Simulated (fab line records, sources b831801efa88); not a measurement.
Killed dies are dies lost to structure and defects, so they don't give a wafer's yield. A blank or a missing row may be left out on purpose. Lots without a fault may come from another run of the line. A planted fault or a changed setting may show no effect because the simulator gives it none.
Which tool did it? | flow gf180mcu | 13 lots, 39 wafers sampled, at 2 steps of a route of 602

WHAT THE GAUGES READ, wafer by wafer
GF_V4_OVL_MEAS_15. Usual: V4_OVL -2 nm, standard deviation 6.
lot  | measured     | on         | V4_OVL (nm) | flag
L926 | day 24 08:54 | overlay-02 | -3 -6 -3    |
L928 | day 24 22:03 | overlay-02 | 15 3 7      |
L930 | day 25 19:06 | overlay-01 | -3 -4 3     |
L932 | day 26 06:36 | overlay-01 | 3 0 7       |
L934 | day 26 21:28 | overlay-02 | 5 -4 8      |
L936 | day 27 17:51 | overlay-02 | 0 -3 1      |
L938 | day 28 05:49 | overlay-01 | -5 -10 -10  |
L944 | day 30 00:12 | overlay-02 | -4 0 -8     |
L945 | day 30 05:32 | overlay-02 | 2 -5 -11    |
L946 | day 30 19:50 | overlay-01 | -10 -8 -5   |
L947 | day 30 23:21 | overlay-01 | -2 -15 -7   |
L948 | day 31 09:24 | overlay-01 | -9 -6 -10   |
L949 | day 31 09:53 | overlay-01 | -1 0 -7     |

WHICH TOOL RAN EACH LOT (tool, then ch and the chambers of the sampled wafers, then the start)
lot  | GF_M4_STRIP_17
L926 | plasma_asher-03 ch 0,1, day 23 10:17
L928 | plasma_asher-02 ch 0,1, day 23 23:27
L930 | plasma_asher-03 ch 0,1, day 24 20:44
L932 | plasma_asher-01 ch 1, day 25 07:52
L934 | plasma_asher-03 ch 0,1, day 25 23:57
L936 | plasma_asher-01 ch 0,1, day 26 20:36
L938 | plasma_asher-02 ch 0,1, day 27 08:26
L944 | plasma_asher-03 ch 0,1, day 29 03:44
L945 | plasma_asher-03 ch 0,1, day 29 10:03
L946 | plasma_asher-02 ch 0,1, day 30 00:02
L947 | plasma_asher-03 ch 0,1, day 30 04:33
L948 | plasma_asher-02 ch 1, day 30 14:14
L949 | plasma_asher-01 ch 0,1, day 30 14:39
- GF_M4_STRIP_17: strips in O2/N2.

WHAT THE TOOLS THEMSELVES READ (means of the sampled wafers that have a number; where no wafer has one, the mark that the record gives instead)
GF_M4_STRIP_17. Usual: chamber_pressure_mTorr 1499.8 mTorr, standard deviation 1.5; drypump_motor_current_A 5.64 A, standard deviation 0.28; heater_power_w 329 W, standard deviation 25; oes_product_au 0.559 a.u., standard deviation 0.0051; strip_time_to_endpoint_s 7.91 s, standard deviation 0.044.
lot  | tool            | chamber_pressure_mTorr (mTorr) | drypump_motor_current_A (A) | heater_power_w (W) | oes_product_au (a.u.) | strip_time_to_endpoint_s (s) | flag
L926 | plasma_asher-03 | 1500.2                         | 5.71                        | 319                | 0.553                 | 7.85                         |
L928 | plasma_asher-02 | 1499.3                         | 5.61                        | 314                | 0.568                 | 7.97                         |
L930 | plasma_asher-03 | 1499.7                         | 5.45                        | 335                | 0.554                 | 7.84                         |
L932 | plasma_asher-01 | 1499.9                         | 5.56                        | 370                | 0.559                 | 7.91                         |
L934 | plasma_asher-03 | 1499.2                         | 5.44                        | 338                | 0.558                 | 7.94                         |
L936 | plasma_asher-01 | 1500.5                         | 5.79                        | 336                | 0.559                 | 7.91                         |
L938 | plasma_asher-02 | 1500.6                         | 5.60                        | 310                | 0.558                 | 7.93                         |
L944 | plasma_asher-03 | 1499.2                         | 5.73                        | 319                | 0.559                 | 7.87                         |
L945 | plasma_asher-03 | 1500.0                         | 5.68                        | 317                | 0.556                 | 7.95                         |
L946 | plasma_asher-02 | 1498.6                         | 5.62                        | 312                | 0.560                 | 7.91                         |
L947 | plasma_asher-03 | 1500.2                         | 5.43                        | 337                | 0.554                 | 7.85                         |
L948 | plasma_asher-02 | 1500.9                         | 5.62                        | 318                | 0.560                 | 7.94                         |
L949 | plasma_asher-01 | 1498.7                         | 5.68                        | 354                | 0.562                 | 7.98                         |

THE ANSWER, worked out from the rows above alone
Rule: a lot is off if the mean of its wafers that have a number lies more than 3 standard deviations from the usual mean. A lot without any number at a reading at which 4 lots or more have one is off too. The other lots that the step has rows for count as sound. The gauges are gone through in route order, then the tools' own readings, and for those a lot's mean is taken as printed above. The first step at which some lot is off is used, and at that step the reading that is off furthest; a lot without a number counts as furthest.
No lot is off at any reading shown: from this, nothing can be told.

WHAT THE SIMULATOR HAD PUT IN
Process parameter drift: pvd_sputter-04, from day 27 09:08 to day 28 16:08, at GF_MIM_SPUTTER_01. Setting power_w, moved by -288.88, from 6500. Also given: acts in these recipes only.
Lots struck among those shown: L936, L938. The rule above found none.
